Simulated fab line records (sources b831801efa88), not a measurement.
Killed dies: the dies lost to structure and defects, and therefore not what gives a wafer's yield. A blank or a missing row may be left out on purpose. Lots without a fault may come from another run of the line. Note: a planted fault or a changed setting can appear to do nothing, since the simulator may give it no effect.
Matching of chambers + flow gf180mcu + 3 sister chambers for GF_PASSIVATION_CVD_00 on pecvd-04
The step deposits SiO2 from TEOS, target thk 1000 nm, time 111.95 s. 6 wafers are shown with their chamber, then 7 later ones without.

== WAFERS WITH THEIR CHAMBER ==
| wafer  | chamber | heater_power_w (W) |
|--------|---------|--------------------|
| L724.1 | 0       | 632                |
| L724.2 | 1       | 676                |
| L726.4 | 0       | 550                |
| L726.6 | 1       | 618                |
| L737.3 | 2       | 762                |
| L737.4 | 2       | 808                |

== WAFERS WHOSE CHAMBER IS MISSING ==
| wafer  | heater_power_w (W) |
|--------|--------------------|
| L737.5 | 537                |
| L738.2 | 646                |
| L738.4 | 684                |
| L738.5 | 784                |
| L739.2 | 644                |
| L739.5 | 676                |
| L739.6 | 754                |

== EACH ONE'S CHAMBER ==
| wafer  | from the rows above          | in truth |
|--------|------------------------------|----------|
| L737.5 | can't be placed: 0 or 1      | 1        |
| L738.2 | can't be placed: 1 or 0      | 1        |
| L738.4 | can't be placed: 1 or 0 or 2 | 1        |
| L738.5 | 2                            | 2        |
| L739.2 | can't be placed: 1 or 0      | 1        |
| L739.5 | can't be placed: 1 or 0 or 2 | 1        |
| L739.6 | can't be placed: 2 or 1      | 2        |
1 of 7 placed correctly. Can't be placed from these rows: 6 (the true chamber is among the candidates in 6). 0 placed wrongly.
How it was worked out, from the rows above alone: a wafer's distance from a chamber is the root of the sum, over the readings, of the square of ((its reading less the chamber's mean) divided by the reading's scatter). The wafer belongs to the nearest chamber; if the next one is less than 2 further off, it can't be placed. For every chamber, the mean is computed from those of its wafers that are shown. The scatter: take each reading less its chamber's mean, square it, sum over the shown wafers, divide by the number of wafers less the number of chambers, and take the root.
